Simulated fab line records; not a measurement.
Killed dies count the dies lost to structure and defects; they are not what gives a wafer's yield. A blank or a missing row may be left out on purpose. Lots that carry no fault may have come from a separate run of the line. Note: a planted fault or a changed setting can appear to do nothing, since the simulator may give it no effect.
Matching of chambers ; flow sky130 ; SKY_VIA1_CMP_24 on cmp-01 has 4 sister chambers
The step polishes, stops on SiO2, t overpolish 15 s, target thk 0 nm. 16 wafers are shown with their chamber, then 8 later ones without.

WAFERS, EACH WITH ITS CHAMBER
wafer;chamber;motor_current_A (A);overpolish_run_s (s);time_to_endpoint_s (s)
L347.1;2;9.7;15.000;65
L347.2;3;9.3;14.993;69
L347.3;1;9.5;15.000;65
L350.1;1;9.2;14.992;68
L350.2;2;9.9;15.006;68
L350.5;0;11.7;14.991;73
L352.1;1;9.2;14.993;64
L352.2;2;9.7;15.002;62
L352.5;0;11.1;15.007;66
L351.1;1;9.1;15.004;65
L351.4;3;8.6;14.995;65
L351.6;2;9.9;15.007;65
L360.4;2;9.5;14.998;67
L360.5;3;9.1;14.987;66
L360.6;0;11.7;14.996;66
L366.1;0;11.1;14.985;69

SIGNATURES (means of the wafers above)
reading;chamber 0;chamber 1;chamber 2;chamber 3;scatter within a chamber
motor_current_A;11.400;9.250;9.740;9.000;0.262
overpolish_run_s;14.99475;14.99725;15.00260;14.99167;0.00615
time_to_endpoint_s;68.50;65.50;65.40;66.67;2.45
Rule: distance of a wafer from a chamber = root of the sum over the readings of ((wafer's reading minus chamber's mean) / reading's scatter) squared. The wafer belongs to the nearest chamber; if the next one is less than 2 further off, it can't be placed. The scatter is the square root of a quotient: the sum, over the shown wafers, of each reading's squared deviation from its chamber's mean, divided by wafers minus chambers.

WAFERS WITHOUT THEIR CHAMBER
wafer;motor_current_A (A);overpolish_run_s (s);time_to_endpoint_s (s)
L366.5;11.1;14.983;72
L366.6;9.8;14.997;66
L369.1;9.3;15.002;71
L369.3;8.6;15.015;70
L369.4;11.4;15.003;69
L370.1;8.9;14.986;68
L370.5;11.3;14.986;68
L370.6;8.5;14.996;67

EACH ONE'S CHAMBER
wafer;from the rows above;in truth
L366.5;0;0
L366.6;can't be placed: 2 or 1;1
L369.1;can't be placed: 1 or 3 or 2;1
L369.3;can't be placed: 1 or 3 or 2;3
L369.4;0;0
L370.1;can't be placed: 3 or 1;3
L370.5;0;0
L370.6;can't be placed: 3 or 1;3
3 of 8 placed correctly. Not placeable from these rows: 5 (in 5, the candidates include the true chamber). Wrongly placed: 0.
